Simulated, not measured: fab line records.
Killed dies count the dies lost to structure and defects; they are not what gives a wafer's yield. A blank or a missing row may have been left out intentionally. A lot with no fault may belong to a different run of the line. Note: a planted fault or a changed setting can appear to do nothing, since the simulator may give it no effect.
Which tool did it? ; flow sfqLine ; 14 lots (42 wafers sampled), 1 step of a 325-step route

## WHAT EACH GAUGE READ, for each wafer
Not one reading of a measure or inspect step in the record can be checked against a usual standard deviation.

## WHAT TOOL EACH LOT RAN ON (gives the tool, then ch and the chambers of the sampled wafers, and finally the start)
lot;SFQ_TRILAYER_I2_VIA_BARC_OPEN_VIA_ETCH_096
L372;rieDiel-04 ch 0,1,2, day 22 21:16
L374;rieDiel-03 ch 0,2, day 23 18:52
L376;rieDiel-04 ch 0,1,3, day 24 11:40
L377;rieDiel-04 ch 1,2,3, day 25 10:34
L378;rieDiel-04 ch 0,1,3, day 25 23:46
L379;rieDiel-04 ch 0,1,3, day 26 05:46
L380;rieDiel-04 ch 0,1,2, day 26 17:46
L381;rieDiel-04 ch 0,1,2, day 27 00:58
L385;rieDiel-03 ch 0,3, day 28 20:41
L390;rieDiel-01 ch 1,2,3, day 30 23:05
L391;rieDiel-01 ch 1,2,3, day 31 08:41
L392;rieDiel-03 ch 1,2, day 31 21:53
L394;rieDiel-04 ch 0,2,3, day 32 19:18
L395;rieDiel-01 ch 0,2,3, day 33 01:18
- SFQ_TRILAYER_I2_VIA_BARC_OPEN_VIA_ETCH_096: etches BARC in O2, target depth 125 nm, time 41.7 s.

## WHAT THE TOOLS THEMSELVES READ (means of the sampled wafers that have a number; where no wafer has one, the mark that the record gives instead)
SFQ_TRILAYER_I2_VIA_BARC_OPEN_VIA_ETCH_096. Usual: chamberPressureMTorr 30.001 mTorr, standard deviation 0.025; drypumpMotorCurrentA 5.9 A, standard deviation 0.63; oesProductAu 0.685 a.u., standard deviation 0.0044.
lot;tool;chamberPressureMTorr (mTorr);drypumpMotorCurrentA (A);oesProductAu (a.u.);flag
L372;rieDiel-04;29.988;6.0;0.686;
L374;rieDiel-03;30.011;4.9;0.688;
L376;rieDiel-04;30.022;6.1;0.685;
L377;rieDiel-04;29.964;6.1;0.686;
L378;rieDiel-04;29.989;6.1;0.682;
L379;rieDiel-04;30.016;6.1;0.682;
L380;rieDiel-04;28.006;6.0;0.685;OFF
L381;rieDiel-04;27.994;6.0;0.688;OFF
L385;rieDiel-03;30.002;5.3;0.680;
L390;rieDiel-01;29.998;5.5;0.684;
L391;rieDiel-01;30.026;5.5;0.685;
L392;rieDiel-03;30.001;5.4;0.681;
L394;rieDiel-04;29.990;6.5;0.683;
L395;rieDiel-01;30.007;5.9;0.688;

## THE ANSWER, worked out from the rows above alone
Rule: a lot is off if the mean of its wafers that have a number lies more than 3 standard deviations from the usual mean. A lot without any number at a reading at which 4 lots or more have one is off too. The other lots that the step has rows for count as sound. The gauges are gone through in route order, then the tools' own readings, and for those a lot's mean is taken as printed above. At the first step where some lot is off, the reading lying furthest off is the one used; lots without a number count as furthest.
Off, at SFQ_TRILAYER_I2_VIA_BARC_OPEN_VIA_ETCH_096 on chamberPressureMTorr: L380, L381.
If a tool, at that step or one of the process steps before it, ran each lot that is off and ran no sound lot following the first of them, it fits. Not one of the candidates tried fits.

## WHAT THE SIMULATOR HAD INSERTED
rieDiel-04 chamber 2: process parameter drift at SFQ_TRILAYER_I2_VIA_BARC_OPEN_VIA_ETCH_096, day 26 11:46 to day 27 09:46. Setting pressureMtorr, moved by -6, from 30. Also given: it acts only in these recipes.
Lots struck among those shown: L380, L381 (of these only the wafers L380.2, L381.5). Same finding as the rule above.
